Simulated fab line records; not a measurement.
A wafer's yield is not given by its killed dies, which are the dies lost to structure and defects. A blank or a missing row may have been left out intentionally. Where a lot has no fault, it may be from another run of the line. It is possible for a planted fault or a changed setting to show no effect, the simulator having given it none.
Chamber matching + flow sky130 + rieDiel-01 running SKY_VIA3_ETCH_14: 4 sister chambers
The step etches BARC in N2/H2, stops on SiO2, time 45.9 s, target depth 60 nm. 16 wafers are shown with their chamber, then 8 later ones without.

EACH WAFER AND ITS CHAMBER
| wafer  | chamber | throttleValvePct (%) | oesProductAu (a.u.) |
|--------|---------|----------------------|---------------------|
| L075.3 | 0       | 13.234               | 0.859               |
| L075.5 | 1       | 13.225               | 0.856               |
| L075.6 | 2       | 13.203               | 0.858               |
| L078.2 | 2       | 13.232               | 0.847               |
| L078.4 | 0       | 13.221               | 0.854               |
| L078.5 | 3       | 13.210               | 0.854               |
| L081.1 | 0       | 13.211               | 0.845               |
| L081.2 | 1       | 13.215               | 0.852               |
| L081.4 | 1       | 13.233               | 0.850               |
| L086.4 | 3       | 13.216               | 0.859               |
| L086.5 | 0       | 13.238               | 0.848               |
| L086.6 | 1       | 13.214               | 0.850               |
| L089.1 | 1       | 13.217               | 0.857               |
| L089.4 | 2       | 13.210               | 0.862               |
| L089.6 | 0       | 13.214               | 0.857               |
| L091.2 | 1       | 13.238               | 0.857               |

SIGNATURES (averages over the wafers above)
| reading          | chamber 0 | chamber 1 | chamber 2 | chamber 3 | scatter within a chamber |
|------------------|-----------|-----------|-----------|-----------|--------------------------|
| throttleValvePct | 13.22360  | 13.22367  | 13.21500  | 13.21300  | 0.0114                   |
| oesProductAu     | 0.85260   | 0.85367   | 0.85567   | 0.85650   | 0.00526                  |
Rule: a wafer's distance from a chamber is the root of the sum, over the readings, of the square of ((its reading less the chamber's mean) divided by the reading's scatter). The wafer belongs to the nearest chamber; if the next one is less than 2 further off, it can't be placed. The scatter is the square root of a quotient: the sum, over the shown wafers, of each reading's squared deviation from its chamber's mean, divided by wafers minus chambers.

WAFERS WHOSE CHAMBER IS MISSING
| wafer  | throttleValvePct (%) | oesProductAu (a.u.) |
|--------|----------------------|---------------------|
| L091.3 | 13.243               | 0.856               |
| L091.5 | 13.246               | 0.854               |
| L094.2 | 13.232               | 0.856               |
| L094.3 | 13.213               | 0.850               |
| L094.6 | 13.222               | 0.855               |
| L095.1 | 13.239               | 0.846               |
| L095.4 | 13.222               | 0.860               |
| L095.5 | 13.214               | 0.853               |

THE CHAMBER EACH PASSED THROUGH
| wafer  | from the rows above               | in truth |
|--------|-----------------------------------|----------|
| L091.3 | can't be placed: 1 or 0 or 2 or 3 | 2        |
| L091.5 | can't be placed: 1 or 0 or 2 or 3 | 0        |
| L094.2 | can't be placed: 1 or 0 or 2 or 3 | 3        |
| L094.3 | can't be placed: 0 or 2 or 1 or 3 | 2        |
| L094.6 | can't be placed: 1 or 0 or 2 or 3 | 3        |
| L095.1 | can't be placed: 0 or 1 or 2 or 3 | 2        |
| L095.4 | can't be placed: 2 or 3 or 1 or 0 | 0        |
| L095.5 | can't be placed: 2 or 3 or 0 or 1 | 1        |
Correctly placed: 0 of 8. Unplaceable from these rows: 8, with the true chamber sitting among the candidates in 8. Wrongly placed: 0.
